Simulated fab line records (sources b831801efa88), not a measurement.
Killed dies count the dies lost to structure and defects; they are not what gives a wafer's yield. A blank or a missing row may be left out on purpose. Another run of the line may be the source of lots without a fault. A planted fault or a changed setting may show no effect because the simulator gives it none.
Struck lot and sound lot, side by side    flow sky130    15 out of 708 route steps
Sound: the wafers L845.2, L845.4, L845.6. Struck: wafer L848.6. (L848.2, L848.5 of the same lot were not struck and are left out.) The cause comes at the end.
Order at every step that has rows: each side's tool, ch and its chambers, its first start. Under that, the readings that differ: sound wafers    struck wafers    difference of the means    sigmas: that difference in standard deviations of wafers without a fault.
alike: readings with means less than 2 such deviations apart, plus words and numbers identical on both sides. not compared: withheld readings, readings lacking a value on some wafer, bounds such as >300 that could conceal the same value, and numbers that have no deviation in the record and whose values overlap.
The two part at a step that has a row with sigmas, a row that says differs or no value, or rows on one side only. Non-overlapping numbers with no deviation appear without sigmas and do not part them. Lack of a reading on every wafer of one side parts them only where that side has two or more wafers.

first, 4 steps without rows for these wafers: SKY_DNWELL_EXPOSE_04 (exposes mask DNM, target cd 3000 nm); SKY_DNWELL_PEB_05; SKY_DNWELL_DEVELOP_06 (develop time 60 s); SKY_DNWELL_IMPLANT_07.
SKY_DNWELL_STRIP_08: strips in O2/N2.
  sound on plasma asher-02 ch 0, day 3 13:20; struck on plasma asher-02 ch 1, day 4 06:57
reading                       sound              struck  difference  sigmas
drypump motor current A (A)   6.2 6.3 6.2        5.1     -1.1        -3
strip time to endpoint s (s)  37.06 36.99 36.85  36.73   -0.24       -2
  alike: chamber pressure mTorr, oes product au
  not compared: rf hours counter h
SKY_DNWELL_TW_MEAS_09:
  sound on film metro-03, day 3 13:27; struck on film metro-03, day 4 07:04
  alike: DNWELL_TW
then, 6 steps without rows for these wafers: SKY_PWDE_DEHYDRATE_00 (time 60 s); SKY_PWDE_HMDS_01 (prime time 60 s); SKY_PWDE_COAT_02 (resist thk 3000 nm); SKY_PWDE_SOFTBAKE_03; SKY_PWDE_EXPOSE_04 (exposes mask PWDEM, target cd 840 nm); SKY_PWDE_PEB_05.
SKY_PWDE_DEVELOP_06: develop time 60 s.
  sound on litho track-02 ch 0, day 4 05:00; struck on litho track-01 ch 0, day 4 23:00
reading               sound              struck  difference  sigmas
developer temp C (C)  22.82 22.86 22.91  23.13   +0.27       +2
SKY_PWDE_OVL_MEAS_07:
  sound on overlay-01, day 4 06:07; struck on overlay-01, day 4 23:56
  not compared: PWDE_OVL
after that, 1 step had no rows for these wafers: SKY_PWDE_IMPLANT_08.

WHERE THEY PART
Earliest at SKY_DNWELL_STRIP_08; latest, in this record, at SKY_PWDE_DEVELOP_06.

WHY: whatever the simulator had introduced
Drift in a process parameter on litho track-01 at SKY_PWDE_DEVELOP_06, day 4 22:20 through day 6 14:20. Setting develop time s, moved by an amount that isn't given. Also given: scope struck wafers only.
